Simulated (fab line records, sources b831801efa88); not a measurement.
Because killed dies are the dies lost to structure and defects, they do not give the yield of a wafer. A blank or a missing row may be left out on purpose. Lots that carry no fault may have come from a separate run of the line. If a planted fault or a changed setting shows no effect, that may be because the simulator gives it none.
What tool caused it?    flow sky130    6 lots (18 wafers sampled), 1 step of a 708-step route

## WHAT EACH GAUGE READ, for each wafer
SKY_VIA2_CD_MEAS_12: target cd 200 nm.
lot   measured      on        cdNm (nm)
L286  day 36 10:50  cdSem-02  199.3 197.9 199.3
L292  day 39 02:03  cdSem-01  202.9 202.1 201.0
L294  day 39 09:13  cdSem-01  202.4 199.3 200.0
L304  day 42 03:32  cdSem-02  200.7 201.9 201.8
L305  day 42 20:56  cdSem-02  198.6 199.4 199.5
L307  day 43 04:34  cdSem-01  198.4 198.3 198.5

## WHAT TOOL EACH LOT RAN ON (gives the tool, then ch and the chambers of the sampled wafers, and finally the start)
The record holds no process step before these readings.

## THE ANSWER, worked out from the rows above alone
Rule: the lots themselves supply what counts as usual. Put in order of their means at a reading, lots are off if they are a third of the lots or fewer, leave a main group of 4 or more, and stand apart from it by a gap of 3 or more times the standard deviation of the main group's means; of several such gaps the widest counts. A main group is skipped when, at the precision printed for the reading in the tables above, its means are all equal. A lot without any number at a reading at which 4 lots or more have one is off too. All remaining lots with rows at the step are treated as sound.
None of the lots is off at any reading shown; this tells nothing.

## WHAT THE SIMULATOR HAD PUT IN
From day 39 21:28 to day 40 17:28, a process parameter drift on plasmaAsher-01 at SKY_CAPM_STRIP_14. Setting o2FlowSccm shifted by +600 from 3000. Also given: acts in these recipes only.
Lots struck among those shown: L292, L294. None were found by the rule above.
